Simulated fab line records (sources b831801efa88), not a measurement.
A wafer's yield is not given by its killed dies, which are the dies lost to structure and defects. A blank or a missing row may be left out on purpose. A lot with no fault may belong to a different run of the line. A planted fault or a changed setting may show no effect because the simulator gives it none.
Chamber matching / flow sky130 / pecvd-02 running SKY_CONTACT_CVD_00: 3 sister chambers
The step deposits Si3N4, target thk 75 nm. 3 wafers are shown with their chamber, then 7 later ones without.

== WAFERS PAIRED WITH THEIR CHAMBERS ==
wafer=L943.3; chamber=1; heater-power-w (W)=583
wafer=L949.1; chamber=2; heater-power-w (W)=644
wafer=L949.4; chamber=0; heater-power-w (W)=735

== WAFERS WHOSE CHAMBER IS MISSING ==
wafer=L949.6; heater-power-w (W)=698
wafer=L952.2; heater-power-w (W)=685
wafer=L952.3; heater-power-w (W)=647
wafer=L952.5; heater-power-w (W)=679
wafer=L954.2; heater-power-w (W)=732
wafer=L954.3; heater-power-w (W)=669
wafer=L954.4; heater-power-w (W)=744

== THE CHAMBER EACH PASSED THROUGH ==
wafer=L949.6; from the rows above=can't be placed: 0 or 2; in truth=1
wafer=L952.2; from the rows above=can't be placed: 2 or 0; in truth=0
wafer=L952.3; from the rows above=2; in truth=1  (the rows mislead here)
wafer=L952.5; from the rows above=can't be placed: 2 or 0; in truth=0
wafer=L954.2; from the rows above=0; in truth=0
wafer=L954.3; from the rows above=can't be placed: 2 or 0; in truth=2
wafer=L954.4; from the rows above=0; in truth=0
2 of 7 placed correctly. Cannot be placed on the basis of these rows: 4; the candidates contain the true chamber in 3. 1 placed wrongly.
How it was worked out, from the rows above alone: a wafer's distance from a chamber is the root of the sum, over the readings, of the square of ((its reading less the chamber's mean) divided by the reading's scatter). The wafer belongs to the nearest chamber; if the next one is less than 2 further off, it can't be placed. The mean given for a chamber averages the wafers shown for that chamber. The scatter: root of mean squared gap, hidden wafer to nearest shown wafer, with one shown wafer a chamber.
